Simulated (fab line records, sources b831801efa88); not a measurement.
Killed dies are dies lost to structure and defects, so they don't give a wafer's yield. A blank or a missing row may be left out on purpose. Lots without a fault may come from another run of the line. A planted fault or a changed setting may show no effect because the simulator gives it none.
Which tool did it? | flow gf180mcu | 7 lots, 21 wafers sampled, at 3 steps of a route of 602

WHAT THE GAUGES READ, wafer by wafer
GF_LVPWELL_TW_MEAS_11.
lot  | measured    | on            | LVPWELL_TW
L217 | day 4 13:25 | film_metro-04 | 570 568 568
L223 | day 5 20:35 | film_metro-04 | 30 31 31
L228 | day 7 02:18 | film_metro-02 | 562 562 560
L230 | day 7 08:29 | film_metro-01 | 544 547 544
L233 | day 8 01:23 | film_metro-04 | 572 571 571
L236 | day 8 19:19 | film_metro-01 | 544 544 548
L238 | day 9 06:29 | film_metro-02 | 559 559 559

WHICH TOOL RAN EACH LOT (tool, then ch and the chambers of the sampled wafers, then the start)
lot  | GF_NWELL_STRIP_10                   | GF_LVPWELL_STRIP_10
L217 | plasma_asher-01 ch 0,1, day 4 00:25 | plasma_asher-02 ch 0,1, day 4 13:19
L223 | plasma_asher-02 ch 0,1, day 5 05:36 | plasma_asher-02 ch 0,1, day 5 20:29
L228 | plasma_asher-02 ch 0,1, day 6 11:07 | plasma_asher-02 ch 0,1, day 7 02:12
L230 | plasma_asher-01 ch 1, day 6 17:10   | plasma_asher-02 ch 0,1, day 7 08:23
L233 | plasma_asher-02 ch 0,1, day 7 08:55 | plasma_asher-01 ch 0,1, day 8 01:17
L236 | plasma_asher-02 ch 0,1, day 8 02:03 | plasma_asher-04 ch 0,1, day 8 19:13
L238 | plasma_asher-02 ch 0,1, day 8 13:34 | plasma_asher-01 ch 0,1, day 9 06:23
- GF_NWELL_STRIP_10: strips in O2/N2.
- GF_LVPWELL_STRIP_10: strips in O2/N2.

THE ANSWER, worked out from the rows above alone
Rule: what is usual is taken from the lots themselves. Put in order of their means at a reading, lots are off if they are a third of the lots or fewer, leave a main group of 4 or more, and stand apart from it by a gap of 3 or more times the standard deviation of the main group's means; of several such gaps the widest counts. A main group whose means are all the same, to the digits that the tables above print for the reading, isn't used. A lot without any number at a reading at which 4 lots or more have one is off too. The other lots that the step has rows for count as sound.
Off: L223, at GF_LVPWELL_TW_MEAS_11 (LVPWELL_TW). The main group: mean 558, standard deviation 10.
A tool fits if, at a process step before that reading, it ran every lot that is off, and no sound lot after the first of them. The gauges at GF_LVPWELL_TW_MEAS_11 are tried like those tools. None of those tried fits.

WHAT THE SIMULATOR HAD PUT IN
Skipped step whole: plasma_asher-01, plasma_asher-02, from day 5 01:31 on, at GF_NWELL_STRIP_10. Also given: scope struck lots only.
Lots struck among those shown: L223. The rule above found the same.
